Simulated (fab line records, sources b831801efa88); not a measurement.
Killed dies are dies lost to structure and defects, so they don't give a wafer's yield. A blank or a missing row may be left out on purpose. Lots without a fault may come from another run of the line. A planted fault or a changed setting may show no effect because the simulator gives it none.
Which tool did it? | flow gf180mcu | 13 lots, 39 wafers sampled, at 5 steps of a route of 602

WHAT THE GAUGES READ, wafer by wafer
GF_CONTACT_OVL_MEAS_15. Usual: CONTACT_OVL -2 nm, standard deviation 6.
lot  | measured     | on         | CONTACT_OVL (nm) | flag
L582 | day 16 06:32 | overlay-02 | -8 -1 0          |
L587 | day 18 06:17 | overlay-01 | 2 -3 2           |
L589 | day 18 20:40 | overlay-02 | 7 2 1            |
L591 | day 19 15:37 | overlay-01 | -7 -14 -5        |
L592 | day 20 01:29 | overlay-01 | 2 1 -2           |
L594 | day 21 03:02 | overlay-02 | 1 -6 -5          |
L595 | day 21 06:23 | overlay-01 | -7 -6 -13        |
L598 | day 22 06:22 | overlay-02 | 10 -5 8          |
L599 | day 22 14:25 | overlay-01 | -5 2 2           |
L600 | day 22 22:17 | overlay-01 | -2 -9 -19        |
L601 | day 23 11:17 | overlay-02 | -14 -6 -3        |
L602 | day 23 16:16 | overlay-01 | -2 4 -5          |
L603 | day 23 20:31 | overlay-02 | 0 1 7            |

WHICH TOOL RAN EACH LOT (tool, then ch and the chambers of the sampled wafers, then the start)
lot  | GF_VT_IMPLANT_RTA_45             | GF_HV_LDD_STRIP_22                   | GF_HV_LDD_COAT_26                 | GF_HV_LDD_STRIP_37
L582 | rtp_anneal-01 ch 0, day 7 18:46  | plasma_asher-02 ch 0,1, day 10 21:31 | litho_track-02 ch 0, day 11 06:32 | plasma_asher-03 ch 0, day 11 16:55
L587 | rtp_anneal-01 ch 0, day 9 04:42  | plasma_asher-02 ch 0,1, day 12 13:47 | litho_track-02 ch 0, day 12 23:23 | plasma_asher-03 ch 0,1, day 13 10:45
L589 | rtp_anneal-02 ch 0, day 9 15:24  | plasma_asher-03 ch 0,1, day 13 02:28 | litho_track-04 ch 0, day 13 12:34 | plasma_asher-03 ch 0, day 13 23:19
L591 | rtp_anneal-01 ch 0, day 10 06:42 | plasma_asher-03 ch 0,1, day 13 17:55 | litho_track-02 ch 0, day 14 04:33 | plasma_asher-01 ch 0,1, day 14 15:52
L592 | rtp_anneal-02 ch 0, day 10 14:29 | plasma_asher-02 ch 1, day 14 04:31   | litho_track-02 ch 0, day 14 14:32 | plasma_asher-01 ch 0,1, day 15 01:37
L594 | rtp_anneal-02 ch 0, day 11 09:16 | plasma_asher-02 ch 0,1, day 15 02:24 | litho_track-04 ch 0, day 15 12:56 | plasma_asher-02 ch 0,1, day 16 00:49
L595 | rtp_anneal-02 ch 0, day 11 11:25 | plasma_asher-02 ch 0,1, day 15 05:34 | litho_track-04 ch 0, day 15 15:59 | plasma_asher-01 ch 1, day 16 04:01
L598 | rtp_anneal-01 ch 0, day 12 07:21 | plasma_asher-03 ch 0,1, day 16 03:07 | litho_track-04 ch 0, day 16 13:51 | plasma_asher-01 ch 1, day 17 02:10
L599 | rtp_anneal-01 ch 0, day 12 12:39 | plasma_asher-03 ch 0,1, day 16 10:34 | litho_track-04 ch 0, day 16 21:45 | plasma_asher-02 ch 0,1, day 17 10:10
L600 | rtp_anneal-01 ch 0, day 12 20:46 | plasma_asher-01 ch 0,1, day 16 18:54 | litho_track-01 ch 0, day 17 06:07 | plasma_asher-01 ch 1, day 17 17:52
L601 | rtp_anneal-02 ch 0, day 13 05:55 | plasma_asher-01 ch 0,1, day 17 06:46 | litho_track-02 ch 0, day 17 18:05 | plasma_asher-01 ch 1, day 18 06:58
L602 | rtp_anneal-02 ch 0, day 13 12:27 | plasma_asher-01 ch 0,1, day 17 12:31 | litho_track-02 ch 0, day 17 23:51 | plasma_asher-01 ch 0,1, day 18 12:28
L603 | rtp_anneal-02 ch 0, day 13 17:06 | plasma_asher-03 ch 0,1, day 17 16:15 | litho_track-01 ch 0, day 18 04:12 | plasma_asher-01 ch 0,1, day 18 16:22
- GF_VT_IMPLANT_RTA_45: time 30 s.
- GF_HV_LDD_STRIP_22: strips in O2/N2.
- GF_HV_LDD_COAT_26: resist thk 1000 nm.
- GF_HV_LDD_STRIP_37: strips in O2/N2.

WHAT THE TOOLS THEMSELVES READ (means of the sampled wafers that have a number; where no wafer has one, the mark that the record gives instead)
GF_VT_IMPLANT_RTA_45. Usual: lamp_power_pct 35.2 %, standard deviation 0.54; wafer_temp_C_max 1054.7, standard deviation 1.
lot  | tool          | lamp_power_pct (%) | wafer_temp_C_max | flag
L582 | rtp_anneal-01 | 34.6               | 1055.0           |
L587 | rtp_anneal-01 | 34.6               | 1055.0           |
L589 | rtp_anneal-02 | 35.7               | 1054.3           |
L591 | rtp_anneal-01 | 34.6               | 1054.8           |
L592 | rtp_anneal-02 | 35.7               | 1053.7           |
L594 | rtp_anneal-02 | 35.7               | 1054.5           |
L595 | rtp_anneal-02 | 35.7               | 1054.3           |
L598 | rtp_anneal-01 | 34.6               | 1055.5           |
L599 | rtp_anneal-01 | 34.6               | 1055.6           |
L600 | rtp_anneal-01 | 34.6               | 1056.3           |
L601 | rtp_anneal-02 | 35.7               | 1053.9           |
L602 | rtp_anneal-02 | 35.7               | 1054.1           |
L603 | rtp_anneal-02 | 35.7               | 1054.8           |

GF_HV_LDD_STRIP_22. Usual: drypump_motor_current_A 5.9 A, standard deviation 0.41; heater_power_w 333 W, standard deviation 31; o2_flow_sccm 2999 sccm, standard deviation 8; oes_product_au 0.716 a.u., standard deviation 0.0051; strip_time_to_endpoint_s 12.63 s, standard deviation 0.031.
lot  | tool            | drypump_motor_current_A (A) | heater_power_w (W) | o2_flow_sccm (sccm) | oes_product_au (a.u.) | strip_time_to_endpoint_s (s) | flag
L582 | plasma_asher-02 | 5.7                         | 356                | 3002                | 0.717                 | 12.60                        |
L587 | plasma_asher-02 | 5.5                         | 321                | 2999                | 0.717                 | 12.66                        |
L589 | plasma_asher-03 | 6.1                         | 331                | 3001                | 0.710                 | 12.68                        |
L591 | plasma_asher-03 | 6.1                         | 329                | 3002                | 0.716                 | 12.62                        |
L592 | plasma_asher-02 | 5.8                         | 379                | 2994                | 0.718                 | 12.65                        |
L594 | plasma_asher-02 | 5.6                         | 324                | 3003                | 0.715                 | 12.63                        |
L595 | plasma_asher-02 | 5.6                         | 325                | 3005                | 0.715                 | 12.62                        |
L598 | plasma_asher-03 | 6.1                         | 327                | 2999                | 0.718                 | 12.61                        |
L599 | plasma_asher-03 | 6.3                         | 316                | 2995                | 0.714                 | 12.59                        |
L600 | plasma_asher-01 | 5.8                         | 330                | 2996                | 0.711                 | 12.61                        |
L601 | plasma_asher-01 | 5.7                         | 330                | 2985                | 0.715                 | 12.65                        |
L602 | plasma_asher-01 | 5.8                         | 332                | 3003                | 0.719                 | 12.63                        |
L603 | plasma_asher-03 | 6.3                         | 318                | 3005                | 0.719                 | 12.61                        |

GF_HV_LDD_STRIP_37. Usual: drypump_motor_current_A 5.9 A, standard deviation 0.42; heater_power_w 336 W, standard deviation 31; o2_flow_sccm 3000 sccm, standard deviation 9; oes_product_au 0.716 a.u., standard deviation 0.0045; strip_time_to_endpoint_s 12.62 s, standard deviation 0.032.
lot  | tool            | drypump_motor_current_A (A) | heater_power_w (W) | o2_flow_sccm (sccm) | oes_product_au (a.u.) | strip_time_to_endpoint_s (s) | flag
L582 | plasma_asher-03 | 6.5                         | 309                | 3006                | 0.712                 | 12.62                        |
L587 | plasma_asher-03 | 6.1                         | 329                | 2997                | 0.715                 | 12.57                        |
L589 | plasma_asher-03 | 6.5                         | 314                | 3007                | 0.715                 | 12.65                        |
L591 | plasma_asher-01 | 6.0                         | 353                | 2986                | 0.720                 | 12.18                        | OFF
L592 | plasma_asher-01 | 6.1                         | 350                | 2996                | 0.715                 | 12.15                        | OFF
L594 | plasma_asher-02 | 5.6                         | 327                | 2997                | 0.717                 | 12.63                        |
L595 | plasma_asher-01 | 5.5                         | 308                | 3009                | 0.716                 | 12.67                        |
L598 | plasma_asher-01 | 5.5                         | 310                | 3003                | 0.718                 | 12.58                        |
L599 | plasma_asher-02 | 5.7                         | 358                | 2996                | 0.718                 | 12.59                        |
L600 | plasma_asher-01 | 5.5                         | 312                | 3006                | 0.714                 | 12.60                        |
L601 | plasma_asher-01 | 5.5                         | 309                | 3005                | 0.718                 | 12.62                        |
L602 | plasma_asher-01 | 6.0                         | 346                | 3001                | 0.715                 | 12.65                        |
L603 | plasma_asher-01 | 5.7                         | 331                | 2997                | 0.716                 | 12.61                        |

THE ANSWER, worked out from the rows above alone
Rule: a lot is off if the mean of its wafers that have a number lies more than 3 standard deviations from the usual mean. A lot without any number at a reading at which 4 lots or more have one is off too. The other lots that the step has rows for count as sound. The gauges are gone through in route order, then the tools' own readings, and for those a lot's mean is taken as printed above. The first step at which some lot is off is used, and at that step the reading that is off furthest; a lot without a number counts as furthest.
Off: L591, L592, at GF_HV_LDD_STRIP_37 (strip_time_to_endpoint_s).
A tool fits if, at that step or a process step before it, it ran every lot that is off, and no sound lot after the first of them. None of those tried fits.

WHAT THE SIMULATOR HAD PUT IN
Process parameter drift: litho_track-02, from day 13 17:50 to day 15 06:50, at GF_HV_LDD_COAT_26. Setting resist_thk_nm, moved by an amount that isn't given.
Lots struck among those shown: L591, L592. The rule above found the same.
